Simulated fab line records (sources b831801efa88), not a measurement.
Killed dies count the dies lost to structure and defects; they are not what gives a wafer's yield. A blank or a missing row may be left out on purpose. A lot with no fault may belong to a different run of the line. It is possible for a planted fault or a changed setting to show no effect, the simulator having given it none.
Matching of chambers ; flow sky130 ; SKY_LI_CONTACT_ETCH_14 on rieDiel-02 has 4 sister chambers
The step etches BARC in N2/H2, stops on SiO2, time 45.9 s, target depth 60 nm. 8 wafers are shown with their chamber, then 7 later ones without.

== WAFERS PAIRED WITH THEIR CHAMBERS ==
wafer;chamber;drypumpMotorCurrentA (A);oesProductAu (a.u.)
L942.2;3;5.5;0.854
L948.1;2;6.2;0.850
L948.5;3;5.5;0.855
L956.4;0;5.2;0.846
L959.5;1;5.9;0.847
L959.6;2;6.2;0.851
L961.2;1;5.9;0.855
L961.3;0;5.3;0.851

== WAFERS MISSING THEIR CHAMBER ==
wafer;drypumpMotorCurrentA (A);oesProductAu (a.u.)
L961.5;6.2;0.853
L964.2;5.3;0.857
L964.3;6.2;0.858
L964.6;5.4;0.849
L965.2;5.9;0.865
L965.3;5.3;0.851
L965.5;5.3;0.848

== WHICH CHAMBER EACH ONE RAN IN ==
wafer;from the rows above;in truth
L961.5;2;2
L964.2;0;0
L964.3;2;2
L964.6;can't be placed: 3 or 0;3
L965.2;1;1
L965.3;0;0
L965.5;0;0
Correctly placed: 6 of 7. Not placeable from these rows: 1 (in 1, the candidates include the true chamber). Placed wrongly: 0.
How it was worked out, from the rows above alone: a wafer's distance from a chamber is the root of the sum, over the readings, of the square of ((its reading less the chamber's mean) divided by the reading's scatter). The wafer belongs to the nearest chamber; if the next one is less than 2 further off, it can't be placed. For every chamber, the mean is computed from those of its wafers that are shown. The scatter: take each reading less its chamber's mean, square it, sum over the shown wafers, divide by the number of wafers less the number of chambers, and take the root.
